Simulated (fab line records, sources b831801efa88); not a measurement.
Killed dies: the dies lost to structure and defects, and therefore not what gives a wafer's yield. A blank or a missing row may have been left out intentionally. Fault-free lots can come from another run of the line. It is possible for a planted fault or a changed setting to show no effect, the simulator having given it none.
Split-lot study	flow sfq-line	23 wafers read from 5 lots, route of 325 steps

ON THE SPLIT
At SFQ_TRILAYER_R5_DEP_SPUTTER_133 (material MoNx, target thk 40 nm, time 66.7 s), the setting time-s was moved away from the recipe's 66.7 s on 6 of the 23 wafers read, by -11.6% to +13.2%. All remaining wafers had this setting at the recipe value.

FROM THE SPLIT TO THE READING: what the file shows between them, 2 steps
- SFQ_TRILAYER_R5_DEP_SPUTTER_134: material Ti, target thk 5 nm, time 5 s
- SFQ_R5_RS_MEAS_933: measures by four-point-probe

THE READING
R5_MONX_THK, in nm, at SFQ_R5_THK_MEAS_934 (measures by xrf). On this fab line, fault-free wafers typically give 39.3 nm with a standard deviation of 0.35 nm.

wafer	tool, chamber at the split	time-s as run, s	against the recipe	R5_MONX_THK, nm	against lot-mates on the recipe
L075.1	pvd-sputter-03, -	66.7	recipe	39.3	-
L075.2	pvd-sputter-03, -	66.7	recipe	39.6	-
L075.3	pvd-sputter-03, -	66.7	recipe	39.4	-
L075.4	pvd-sputter-03, -	58.94	-11.6%	34.3	-5.1
L075.6	pvd-sputter-03, -	58.94	-11.6%	34.8	-4.6
L078.2	pvd-sputter-06, -	66.7	recipe	39.5	-
L078.3	pvd-sputter-06, -	66.7	recipe	39.4	-
L078.4	pvd-sputter-06, -	66.7	recipe	39.4	-
L078.5	pvd-sputter-06, -	66.7	recipe	39.7	-
L078.6	pvd-sputter-06, -	66.7	recipe	39.2	-
L080.1	pvd-sputter-04, -	66.7	recipe	39.5	-
L080.3	pvd-sputter-04, -	66.7	recipe	39.5	-
L080.4	pvd-sputter-04, -	66.7	recipe	39.3	-
L083.1	pvd-sputter-03, -	66.7	recipe	39.3	-
L083.2	pvd-sputter-03, -	66.7	recipe	38.7	-
L083.3	pvd-sputter-03, -	69.71	+4.5%	41.2	+2.0
L083.4	pvd-sputter-03, -	66.7	recipe	39.6	-
L083.5	pvd-sputter-03, -	69.71	+4.5%	41.2	+2.0
L084.1	pvd-sputter-06, -	75.48	+13.2%	44.1	+4.8
L084.2	pvd-sputter-06, -	66.7	recipe	39.5	-
L084.3	pvd-sputter-06, -	66.7	recipe	39.3	-
L084.5	pvd-sputter-06, -	75.48	+13.2%	44.1	+4.8
L084.6	pvd-sputter-06, -	66.7	recipe	39.0	-

THE FIT
A straight line over all 23 wafers: R5_MONX_THK changes by +0.386 nm for each +1% of time-s; r = +0.99; the points scatter about the line by 0.26 nm.
The same after taking each lot's own level away (the mean of its wafers on the recipe; 23 wafers): +0.394 nm for each +1%; r = +0.99; scatter 0.26 nm.
That fit puts the effect of the largest move of time-s on the reading at 5.2 nm.
From 39.20 to 39.44 nm: that is the span of the lots' own levels, equal to 0.7 times the standard deviation above.
The two slopes are in agreement: the lot-to-lot level therefore moves the slope only a little.
Check: for one of the wafers moved furthest among these (+13.2%), held out of the fit, the line's prediction against its lot-mates is +5.28 nm. It came out at +4.83 nm against them.

ADDITIONAL SPLITS CARRIED BY THESE WAFERS
Note: prior to the reading, these wafers also went through further splits. Each is held against what the fit with the lots' levels taken away leaves over:
other split on the same wafers	wafers away from the commonest value	r with R5_MONX_THK (lot level and that fit taken away)
SFQ_TRILAYER_JJ_CE_LITHO_COAT_119 spin-rpm	4	+0.05
SFQ_TRILAYER_JJ_CE_LITHO_PEB_117 peb-time-s	7	+0.27
SFQ_TRILAYER_JJ_CE_BARC_OPEN_RIE_150 icp-w	9	+0.08
SFQ_TRILAYER_M5_LITHO_COAT_123 spin-rpm	6	+0.11
SFQ_TRILAYER_M5_BARC_OPEN_METAL_ETCH_161 bias-w	8	+0.15

THE WHOLE CHAIN: every reading that the file lists as answering this split, in the file's order
step	what it does	reading	change (the file's fit)	r (the file's)
SFQ_TRILAYER_R5_DEP_SPUTTER_133	material MoNx, target thk 40 nm, time 66.7 s	MoNx_of_TRILAYER_R5_DEP_SPUTTER_133.thk-nm (the simulator's own value, which no gauge read)	+0.41 nm for each +1% of the setting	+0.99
SFQ_R5_RS_MEAS_933	measures by four-point-probe	R5_MONX_RS	-0.0677 for each +1% of the setting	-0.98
SFQ_R5_THK_MEAS_934	measures by xrf	R5_MONX_THK	+0.393 for each +1% of the setting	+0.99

THE FILE'S OWN FIT
R5_MONX_THK changes by +0.393 nm for each +1% of time-s, r = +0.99.
